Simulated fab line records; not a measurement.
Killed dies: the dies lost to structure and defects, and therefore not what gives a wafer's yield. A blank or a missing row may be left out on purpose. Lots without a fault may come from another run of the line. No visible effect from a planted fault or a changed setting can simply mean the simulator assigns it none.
Check of tool commonality / flow sky130 / 42 wafers sampled across 14 lots

## WHY IT WAS OPENED
At SKY_VIA3_BOW_MEAS_03 the reading VIA3_BOW is flagged on 2 of 14 lots. Wafers without a fault read 80 um, standard deviation 7.9.
Rule: a lot is flagged when every wafer of it that has a number lies more than 4 standard deviations from that mean, or none has a number. The other lots count as sound.

lot=L564; measured=day 39 10:44; on=film metro-03; VIA3_BOW (um), wafer by wafer=75 78 93; flag=
lot=L567; measured=day 40 11:20; on=film metro-03; VIA3_BOW (um), wafer by wafer=97 87 79; flag=
lot=L568; measured=day 40 21:38; on=film metro-03; VIA3_BOW (um), wafer by wafer=74 72 85; flag=
lot=L570; measured=day 41 13:10; on=film metro-02; VIA3_BOW (um), wafer by wafer=79 83 94; flag=
lot=L571; measured=day 42 08:05; on=film metro-03; VIA3_BOW (um), wafer by wafer=91 78 68; flag=
lot=L573; measured=day 42 14:52; on=film metro-02; VIA3_BOW (um), wafer by wafer=86 72 76; flag=
lot=L575; measured=day 42 19:54; on=film metro-04; VIA3_BOW (um), wafer by wafer=75 87 73; flag=
lot=L577; measured=day 43 08:59; on=film metro-04; VIA3_BOW (um), wafer by wafer=149 150 149; flag=FLAGGED
lot=L578; measured=day 43 20:45; on=film metro-03; VIA3_BOW (um), wafer by wafer=131 136 143; flag=FLAGGED
lot=L582; measured=day 44 13:31; on=film metro-03; VIA3_BOW (um), wafer by wafer=77 79 80; flag=
lot=L584; measured=day 45 04:47; on=film metro-02; VIA3_BOW (um), wafer by wafer=85 79 80; flag=
lot=L583; measured=day 45 10:02; on=film metro-04; VIA3_BOW (um), wafer by wafer=73 81 93; flag=
lot=L585; measured=day 45 12:08; on=film metro-02; VIA3_BOW (um), wafer by wafer=92 83 84; flag=
lot=L586; measured=day 45 13:28; on=film metro-03; VIA3_BOW (um), wafer by wafer=69 85 76; flag=
Average over the flagged lots: 143 um; offset from the usual +63 um, equal to +8 standard deviations.

## LOT BY LOT: THE TOOL USED
3 process steps preceding the reading are held in the record, out of 708 steps in the route. In each cell: the tool, then ch and the chambers that the sampled wafers went through, then the start.
lot=L564; flag=; SKY_METAL3_SPUTTER_03=pvd sputter-02, day 37 04:27; SKY_CAPM_STRIP_14=plasma asher-02 ch 0,1, day 38 06:49; SKY_VIA3_CMP_02=cmp-02 ch 1,2, day 39 10:26
lot=L567; flag=; SKY_METAL3_SPUTTER_03=pvd sputter-04, day 38 05:23; SKY_CAPM_STRIP_14=plasma asher-04 ch 0, day 39 07:20; SKY_VIA3_CMP_02=cmp-01 ch 2,3, day 40 11:04
lot=L568; flag=; SKY_METAL3_SPUTTER_03=pvd sputter-02, day 38 15:59; SKY_CAPM_STRIP_14=plasma asher-03 ch 0,1, day 39 18:02; SKY_VIA3_CMP_02=cmp-02 ch 1,2,3, day 40 21:23
lot=L570; flag=; SKY_METAL3_SPUTTER_03=pvd sputter-03, day 39 09:42; SKY_CAPM_STRIP_14=plasma asher-03 ch 0,1, day 40 10:26; SKY_VIA3_CMP_02=cmp-02 ch 0,2,3, day 41 12:52
lot=L571; flag=; SKY_METAL3_SPUTTER_03=pvd sputter-04, day 40 05:16; SKY_CAPM_STRIP_14=plasma asher-03 ch 0,1, day 41 05:50; SKY_VIA3_CMP_02=cmp-01 ch 1,2,3, day 42 07:47
lot=L573; flag=; SKY_METAL3_SPUTTER_03=pvd sputter-04, day 40 13:22; SKY_CAPM_STRIP_14=plasma asher-03 ch 1, day 41 13:09; SKY_VIA3_CMP_02=cmp-02 ch 0,2, day 42 14:33
lot=L575; flag=; SKY_METAL3_SPUTTER_03=pvd sputter-02, day 40 16:52; SKY_CAPM_STRIP_14=plasma asher-04 ch 0,1, day 41 17:58; SKY_VIA3_CMP_02=cmp-02 ch 1,2, day 42 19:36
lot=L577; flag=FLAGGED; SKY_METAL3_SPUTTER_03=pvd sputter-03, day 41 07:03; SKY_CAPM_STRIP_14=plasma asher-04 ch 0, day 42 07:08; SKY_VIA3_CMP_02=cmp-02 ch 0,3, day 43 08:41
lot=L578; flag=FLAGGED; SKY_METAL3_SPUTTER_03=pvd sputter-02, day 41 16:22; SKY_CAPM_STRIP_14=plasma asher-04 ch 0,1, day 42 16:14; SKY_VIA3_CMP_02=cmp-01 ch 0,1,3, day 43 20:27
lot=L582; flag=; SKY_METAL3_SPUTTER_03=pvd sputter-02, day 42 12:55; SKY_CAPM_STRIP_14=plasma asher-03 ch 0,1, day 43 12:40; SKY_VIA3_CMP_02=cmp-01 ch 1,2, day 44 13:10
lot=L584; flag=; SKY_METAL3_SPUTTER_03=pvd sputter-02, day 43 06:04; SKY_CAPM_STRIP_14=plasma asher-04 ch 0,1, day 44 04:23; SKY_VIA3_CMP_02=cmp-01 ch 0,1,3, day 45 04:32
lot=L583; flag=; SKY_METAL3_SPUTTER_03=pvd sputter-03, day 43 11:26; SKY_CAPM_STRIP_14=plasma asher-04 ch 0,1, day 44 10:01; SKY_VIA3_CMP_02=cmp-02 ch 0,1,2, day 45 09:45
lot=L585; flag=; SKY_METAL3_SPUTTER_03=pvd sputter-03, day 43 13:49; SKY_CAPM_STRIP_14=plasma asher-02 ch 0,1, day 44 12:33; SKY_VIA3_CMP_02=cmp-01 ch 0,2,3, day 45 11:56
lot=L586; flag=; SKY_METAL3_SPUTTER_03=pvd sputter-04, day 43 14:33; SKY_CAPM_STRIP_14=plasma asher-04 ch 0,1, day 44 13:17; SKY_VIA3_CMP_02=cmp-01 ch 0,1, day 45 13:10
These steps, and what they do:
- SKY_METAL3_SPUTTER_03: material Ti, target thk 5 nm, time 3.3 s.
- SKY_CAPM_STRIP_14: strips in O2/N2.
- SKY_VIA3_CMP_02: polishes SiO2.
- SKY_VIA3_BOW_MEAS_03

## FLAGGED AGAINST TOTAL, ONE TOOL AT A TIME (gauges that did the reading follow at the end)
step=SKY_METAL3_SPUTTER_03; tool=pvd sputter-02; lots run=6; flagged=1; share of the flagged lots=some; sound lots run after its first flagged lot=2 (L582,L584)
step=SKY_METAL3_SPUTTER_03; tool=pvd sputter-03; lots run=4; flagged=1; share of the flagged lots=some; sound lots run after its first flagged lot=2 (L583,L585)
step=SKY_METAL3_SPUTTER_03; tool=pvd sputter-04; lots run=4; flagged=0; share of the flagged lots=none; sound lots run after its first flagged lot=-
step=SKY_CAPM_STRIP_14; tool=plasma asher-02; lots run=2; flagged=0; share of the flagged lots=none; sound lots run after its first flagged lot=-
step=SKY_CAPM_STRIP_14; tool=plasma asher-03; lots run=5; flagged=0; share of the flagged lots=none; sound lots run after its first flagged lot=-
step=SKY_CAPM_STRIP_14; tool=plasma asher-04; lots run=7; flagged=2; share of the flagged lots=all; sound lots run after its first flagged lot=3 (L584,L583,L586)
step=SKY_VIA3_CMP_02; tool=cmp-01; lots run=7; flagged=1; share of the flagged lots=some; sound lots run after its first flagged lot=4 (L582,L584,L585,L586)
step=SKY_VIA3_CMP_02; tool=cmp-02; lots run=7; flagged=1; share of the flagged lots=some; sound lots run after its first flagged lot=1 (L583)
step=SKY_VIA3_BOW_MEAS_03; tool=film metro-02; lots run=4; flagged=0; share of the flagged lots=none; sound lots run after its first flagged lot=-
step=SKY_VIA3_BOW_MEAS_03; tool=film metro-03; lots run=7; flagged=1; share of the flagged lots=some; sound lots run after its first flagged lot=2 (L582,L586)
step=SKY_VIA3_BOW_MEAS_03; tool=film metro-04; lots run=3; flagged=1; share of the flagged lots=some; sound lots run after its first flagged lot=1 (L583)

## WHAT IS ALLOWED BY THE TABLE
In the table, 1 row covers all flagged lots: plasma asher-04 at SKY_CAPM_STRIP_14.
- plasma asher-04 at SKY_CAPM_STRIP_14 ran 7 lots, 2 of them flagged. Lots that were sound ran on it after the first flagged one (L584, L583, L586); a persistent fault on the entire tool would not allow that.
Not one row of the table ran every flagged lot while running no sound lot after the first.

## WHAT THE SIMULATOR HAD PUT IN
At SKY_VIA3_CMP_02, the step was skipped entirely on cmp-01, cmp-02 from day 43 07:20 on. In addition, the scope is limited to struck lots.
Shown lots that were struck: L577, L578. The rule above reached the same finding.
